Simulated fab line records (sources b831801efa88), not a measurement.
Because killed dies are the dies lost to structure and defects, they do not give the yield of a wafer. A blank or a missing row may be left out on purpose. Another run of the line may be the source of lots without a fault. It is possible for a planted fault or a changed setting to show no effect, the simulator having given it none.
A struck lot beside a sound one || flow gf180mcu || 18 steps out of a route of 602
Sound: the wafers L159.4, L159.5, L159.6. Struck: wafer L177.1 (L177.2, L177.6, from the same lot, were not struck and are left out); the cause is given at the end.
At each step with rows: each side's tool, then ch and its chambers, then its first start. Under that, the readings that differ: sound wafers || struck wafers || difference of the means || sigmas: that difference in standard deviations of wafers without a fault.
alike: readings with means less than 2 such deviations apart, plus words and numbers identical on both sides. not compared: withheld readings, readings lacking a value on some wafer, bounds such as >300 that could conceal the same value, and numbers that have no deviation in the record and whose values overlap.
Wherever a step has rows on one side only, a row that says differs or no value, or a row with sigmas, the two part there. Numbers that don't overlap but have no deviation are shown without sigmas and don't part them. Lack of a reading on every wafer of one side parts them only where that side has two or more wafers.

first, 2 steps without rows for these wafers: GF_CONTACT_PEB_12 (peb time 90 s); GF_CONTACT_DEVELOP_13 (develop time 60 s).
GF_CONTACT_CD_MEAS_14: target cd 220 nm.
  sound on cd sem-01, day 16 14:34; struck on cd sem-02, day 23 08:08
  alike: cd nm
GF_CONTACT_OVL_MEAS_15:
  sound on overlay-02, day 16 14:38; struck on overlay-01, day 23 08:16
  alike: CONTACT_OVL
then, 1 step without rows for these wafers: GF_CONTACT_ETCH_16 (etches BARC in N2/H2).
GF_CONTACT_ETCH_17: etches SiO2 in C4F8/O2/Ar, stops on CoSi2, target depth 860 nm.
  sound: rie diel-03 ch 0,1,2; struck: rie diel-01 ch 3
  alike: oes product au
GF_CONTACT_STRIP_18: strips in O2/N2.
  sound on plasma asher-02 ch 0,1, day 16 14:51; struck on plasma asher-01 ch 0, day 23 08:28
{"reading": "drypump motor current A (A)", "sound": "5.3 5.7 5.3", "struck": 6.6, "difference": "+1.2", "sigmas": "+3"}
{"reading": "rf hours counter h (h)", "sound": "- - -", "struck": 91, "difference": "no value on the sound wafers", "sigmas": ""}
  alike: heater power w, oes product au
then, 3 steps without rows for these wafers: GF_CONTACT_CLEAN_19 (cleans in SPM); GF_CONTACT_CLEAN_20 (cleans in DIW); GF_CONTACT_CLEAN_21 (cleans in dHF, time 20 s).
GF_CONTACT_SPUTTER_22: material Ti, target thk 15 nm, time 80.02 s.
  sound on pvd sputter-02, day 16 15:07; struck on pvd sputter-02, day 23 08:47
  alike: chamber pressure pa, throttle valve pct
GF_CONTACT_SPUTTER_23: material TiN, target thk 10 nm, time 40 s.
  sound on pvd sputter-02, day 16 15:11; struck on pvd sputter-02, day 23 08:50
  alike: chamber pressure pa, throttle valve pct
GF_CONTACT_CVD_24: deposits W, target thk 300 nm, time 90.339 s.
  sound on cvd w-01 ch 0,1, day 16 15:15; struck on cvd w-02 ch 0, day 23 08:53
{"reading": "susceptor temp C (C)", "sound": "399.54 399.81 400.20", "struck": 381.87, "difference": -17.98, "sigmas": -86}
{"reading": "model.W_of_CONTACT_CVD_24.thk nm (nm)", "sound": "303.6 296.8 304.9", "struck": 215.9, "difference": -85.9, "sigmas": ""}
  alike: heater power w
GF_CONTACT_RS_MEAS_25: a four-point-probe measurement.
  sound on film metro-04, day 16 15:23; struck on film metro-04, day 23 08:59
{"reading": "CONTACT_W_RS (ohm/sq)", "sound": "0.378 0.386 0.376", "struck": 0.534, "difference": "+0.154", "sigmas": "+32"}
GF_CONTACT_THK_MEAS_26: measures by xrf.
  sound on film metro-04, day 16 15:28; struck on film metro-04, day 23 09:06
{"reading": "CONTACT_W_THK (nm)", "sound": "307 299 307", "struck": 217, "difference": -87, "sigmas": -20}
GF_CONTACT_CMP_27: polishes, stops on SiO2, t overpolish 15.38 s, target thk 0 nm.
  sound on cmp-01 ch 0,1,2, day 16 15:39; struck on cmp-02 ch 1, day 23 09:13
{"reading": "time to endpoint s (s)", "sound": "77 69 76", "struck": 51, "difference": -23, "sigmas": -6}
  alike: motor current A
GF_M1_SPUTTER_00: material Ti, target thk 37.5 nm, time 150 s.
  sound on pvd sputter-04, day 16 15:51; struck on pvd sputter-03, day 23 09:28
  alike: chamber pressure pa, throttle valve pct
then, 1 step without rows for these wafers: GF_PASSIVATION_PROBE_99.

## WHERE THEY PART
At GF_CONTACT_STRIP_18 first; at GF_CONTACT_CMP_27 last (within this record only). Later steps at which nothing parts them and some readings are alike: GF_M1_SPUTTER_00.

WHY: the cause the simulator had injected
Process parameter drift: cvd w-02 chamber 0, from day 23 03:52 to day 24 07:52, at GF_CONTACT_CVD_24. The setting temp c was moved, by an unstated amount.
